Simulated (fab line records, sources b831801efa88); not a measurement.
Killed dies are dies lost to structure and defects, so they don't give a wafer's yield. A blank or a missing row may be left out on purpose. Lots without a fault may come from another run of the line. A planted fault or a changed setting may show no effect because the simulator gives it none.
Which tool did it? | flow gf180mcu | 6 lots, 16 wafers sampled, at 4 steps of a route of 602

WHAT THE GAUGES READ, wafer by wafer
GF_TOP_METAL_CD_MEAS_14: target cd 440 nm.
lot  | measured     | on        | cd_nm (nm)
L209 | day 29 06:10 | cd_sem-01 | 439.8 438.8 441.9
L211 | day 29 22:34 | cd_sem-01 | 440.0 438.8 439.2
L214 | day 30 21:19 | cd_sem-02 | 435.8 437.0 437.6
L216 | day 31 11:37 | cd_sem-02 | 441.8 439.3 440.8
L222 | day 33 01:05 | cd_sem-01 | 440.4 325.7
L225 | day 33 19:59 | cd_sem-01 | 322.4 439.1

WHICH TOOL RAN EACH LOT (tool, then ch and the chambers of the sampled wafers, then the start)
lot  | GF_MIM_SPUTTER_02            | GF_MIM_SPUTTER_03            | GF_TOP_METAL_EXPOSE_11
L209 | pvd_sputter-04, day 25 15:52 | pvd_sputter-04, day 25 15:53 | iline_stepper-01 ch 0, day 28 20:59
L211 | pvd_sputter-04, day 26 10:28 | pvd_sputter-04, day 26 10:30 | iline_stepper-01 ch 0, day 29 13:08
L214 | pvd_sputter-01, day 27 13:08 | pvd_sputter-01, day 27 13:10 | iline_stepper-02 ch 0, day 30 12:43
L216 | pvd_sputter-01, day 28 04:59 | pvd_sputter-01, day 28 05:01 | iline_stepper-01 ch 0, day 31 02:52
L222 | pvd_sputter-01, day 29 23:18 | pvd_sputter-01, day 29 23:19 | iline_stepper-01 ch 0, day 32 17:20
L225 | pvd_sputter-04, day 30 21:43 | pvd_sputter-04, day 30 21:44 | iline_stepper-01 ch 0, day 33 13:02
- GF_MIM_SPUTTER_02: material AlCu, target thk 450 nm, time 23.9 s.
- GF_MIM_SPUTTER_03: material Ti, target thk 10 nm, time 6.7 s.
- GF_TOP_METAL_EXPOSE_11: exposes mask MetalTop, target cd 440 nm.

THE ANSWER, worked out from the rows above alone
Rule: what is usual is taken from the lots themselves. Put in order of their means at a reading, lots are off if they are a third of the lots or fewer, leave a main group of 4 or more, and stand apart from it by a gap of 3 or more times the standard deviation of the main group's means; of several such gaps the widest counts. A main group whose means are all the same, to the digits that the tables above print for the reading, isn't used. A lot without any number at a reading at which 4 lots or more have one is off too. The other lots that the step has rows for count as sound.
Off: L222, L225, at GF_TOP_METAL_CD_MEAS_14 (cd_nm). The main group: mean 439.2 nm, standard deviation 1.5.
A tool fits if, at a process step before that reading, it ran every lot that is off, and no sound lot after the first of them. The gauges at GF_TOP_METAL_CD_MEAS_14 are tried like those tools. Can't be told from this: 2 tools fit, iline_stepper-01 at GF_TOP_METAL_EXPOSE_11, cd_sem-01 at GF_TOP_METAL_CD_MEAS_14.

WHAT THE SIMULATOR HAD PUT IN
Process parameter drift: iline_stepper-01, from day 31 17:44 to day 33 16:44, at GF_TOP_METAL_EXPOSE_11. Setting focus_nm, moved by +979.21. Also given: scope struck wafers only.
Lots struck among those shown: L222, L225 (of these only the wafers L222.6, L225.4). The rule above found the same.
